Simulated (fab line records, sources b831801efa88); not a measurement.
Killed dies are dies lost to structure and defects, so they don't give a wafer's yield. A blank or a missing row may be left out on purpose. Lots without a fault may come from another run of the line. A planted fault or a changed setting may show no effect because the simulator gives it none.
Chamber matching | flow gf180mcu | GF_CONTACT_CMP_04 on cmp-01: 4 sister chambers
The step polishes SiO2. 24 wafers are shown with their chamber, then 12 later ones without.

WAFERS WITH THEIR CHAMBER
wafer  | chamber | motor_current_A (A) | time_to_endpoint_s (s)
L077.1 | 1       | 13.2                | 110
L077.4 | 3       | 13.6                | 120
L077.6 | 1       | 14.2                | 110
L080.1 | 2       | 14.1                | 109
L080.2 | 3       | 12.6                | 114
L080.3 | 1       | 13.6                | 103
L083.1 | 0       | 12.5                | 109
L083.3 | 3       | 13.5                | 106
L083.5 | 0       | 11.7                | 112
L085.3 | 2       | 14.4                | 115
L085.5 | 1       | 13.6                | 112
L085.6 | 0       | 12.1                | 115
L086.1 | 0       | 12.1                | 114
L086.4 | 1       | 14.3                | 112
L086.5 | 0       | 12.3                | 121
L086.2 | 3       | 13.4                | 113
L086.3 | 2       | 12.7                | 112
L086.6 | 1       | 14.0                | 106
L087.2 | 3       | 13.0                | 114
L087.4 | 0       | 12.0                | 119
L087.6 | 3       | 13.3                | 119
L091.2 | 2       | 14.1                | 106
L091.4 | 1       | 14.5                | 105
L091.6 | 0       | 12.5                | 111

SIGNATURES (means of the wafers above)
reading            | chamber 0 | chamber 1 | chamber 2 | chamber 3 | scatter within a chamber
motor_current_A    | 12.171    | 13.914    | 13.825    | 13.233    | 0.46
time_to_endpoint_s | 114.43    | 108.29    | 110.50    | 114.33    | 4.24
Rule: a wafer's distance from a chamber is the root of the sum, over the readings, of the square of ((its reading less the chamber's mean) divided by the reading's scatter). The wafer belongs to the nearest chamber; if the next one is less than 2 further off, it can't be placed. The scatter: the root of (the sum of the squares of (reading less its chamber's mean) over the shown wafers, divided by (wafers less chambers)).

WAFERS WITHOUT THEIR CHAMBER
wafer  | motor_current_A (A) | time_to_endpoint_s (s)
L092.1 | 12.5                | 108
L092.3 | 14.0                | 113
L092.4 | 12.6                | 115
L092.2 | 14.3                | 112
L092.5 | 13.6                | 122
L092.6 | 14.8                | 121
L095.1 | 13.7                | 99
L095.2 | 12.4                | 103
L095.4 | 14.8                | 105
L097.1 | 13.6                | 113
L097.2 | 12.1                | 103
L097.3 | 14.1                | 107

WHICH CHAMBER EACH WENT THROUGH
wafer  | from the rows above               | in truth
L092.1 | can't be placed: 0 or 3 or 2 or 1 | 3
L092.3 | can't be placed: 2 or 1 or 3      | 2
L092.4 | can't be placed: 0 or 3 or 2      | 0
L092.2 | can't be placed: 2 or 1 or 3      | 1
L092.5 | can't be placed: 3 or 2 or 1 or 0 | 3
L092.6 | can't be placed: 2 or 1 or 3      | 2
L095.1 | can't be placed: 1 or 2 or 3      | 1
L095.2 | can't be placed: 0 or 3 or 1 or 2 | 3
L095.4 | can't be placed: 1 or 2 or 3      | 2
L097.1 | can't be placed: 2 or 3 or 1      | 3
L097.2 | can't be placed: 0 or 3 or 1 or 2 | 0
L097.3 | can't be placed: 1 or 2           | 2
Placed correctly: 0 of 12. Can't be placed from these rows: 12 (the true chamber is among the candidates in 12). Placed wrongly: 0.
